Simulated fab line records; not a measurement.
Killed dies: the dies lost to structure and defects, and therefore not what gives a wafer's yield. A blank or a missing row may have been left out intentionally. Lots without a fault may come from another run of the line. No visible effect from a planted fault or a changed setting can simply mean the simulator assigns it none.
Code-filled problem report in 8D (eight disciplines) form	flow sky130	the parts of the form that need people (team, actions taken, sign-off) are left out

== 1. THE PROBLEM ==
Wafers free of any fault read 1478 (standard deviation 9.5) for LDD_LDN_TW at SKY_LDD_LDN_TW_MEAS_13, against a mean of 1400 on 9 wafers of 3 lots. Measured from the usual mean, that is -8.2 standard deviations.
Earliest sighting: wafer L523.1 on film metro-01 at day 28 06:35. The record holds 36 wafers of 12 lots with a number at this step. The rule behind "out" and "out of limits": a value lying over 4 standard deviations away from the usual mean. The other wafers with a number count as sound.

== 2. WHAT IT IS AND WHAT IT IS NOT ==
question	is	is not
which readings at this step	LDD_LDN_TW	-
which lots	L523, L525, L526	L507, L508, L509, L514, L515, L516, L527, L528, L530
which wafers of those lots	all that have a number	-
read on which gauges	film metro-01, film metro-03, film metro-04	-
when	from day 28 06:35	up to then (18 sound wafers); but 9 sound wafers of L527, L528, L530 came after

== 3. SUSPECTS, AND WHAT RULES EACH OUT ==
Counting: a tool stays on the suspect list if, at a process step up to the reading, it processed all lots that are out and no sound lot following the first of them.
- ruled out: the gauge at SKY_LDD_LDN_TW_MEAS_13. 3 gauges (film metro-01, film metro-03, film metro-04) read the wafers that are out.
- implanter-01 at SKY_LDD_LDN_IMPLANT_11: kept. It ran every lot that is out, first L523 (day 28 06:20), and no sound lot after that; its last sound lot up to then is L515 (day 26 03:19). Its own readings are out on those wafers: dose ions cm2, faraday current uA.
After counting, what remains is implanter-01 at SKY_LDD_LDN_IMPLANT_11.

== 4. THE CAUSE (what the simulator had put in) ==
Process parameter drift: implanter-01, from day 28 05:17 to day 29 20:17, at SKY_LDD_LDN_IMPLANT_11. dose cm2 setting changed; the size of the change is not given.
The count eliminated every tool but this one.

== 5. THE CHAIN OF EFFECTS, in route order ==
Each row: a reading whose mean over the struck wafers that have a number lies more than 3 standard deviations from the usual. Only readings for which the record gives a usual standard deviation are gone through. hours: the time from each lot's start at the first step in this table that gives one to its start at this step, as a median over the lots. sigmas: the change in usual standard deviations.
hours	step	reading	usual	on struck wafers	change	sigmas
0	SKY_LDD_LDN_IMPLANT_11	dose ions cm2	1.2498e+13	4.3078e+12	-8.1902e+12	-99 or more
0	SKY_LDD_LDN_IMPLANT_11	faraday current uA	70.4	24.3	-46.1	-35
0	SKY_LDD_LDN_TW_MEAS_13	LDD_LDN_TW	1478	1400	-78	-8.2
It contains these process steps:
- SKY_LDD_LDN_IMPLANT_11
Later steps that measure or inspect, where all struck wafers having a row at the step show a number for every such reading and not one has moved that far: SKY_POLY_CUT_OVL_MEAS_09, SKY_SD_N_CD_MEAS_07.

== 6. WHAT WOULD HAVE CAUGHT IT SOONER ==
In this record the first reading out of limits at a measuring or inspecting step was taken at day 28 06:35, 1 hour after the fault began at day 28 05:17.
At SKY_LDD_LDN_IMPLANT_11, the tool's own readings (dose ions cm2, faraday current uA) were out on each struck wafer the step has a row for, so an alarm limit on them would have fired on the first such wafer.
Among the 3 lots that are out, L525, L526 began SKY_LDD_LDN_IMPLANT_11 on implanter-01 after day 28 06:35. A hold on the tool at that time would have spared those 2.
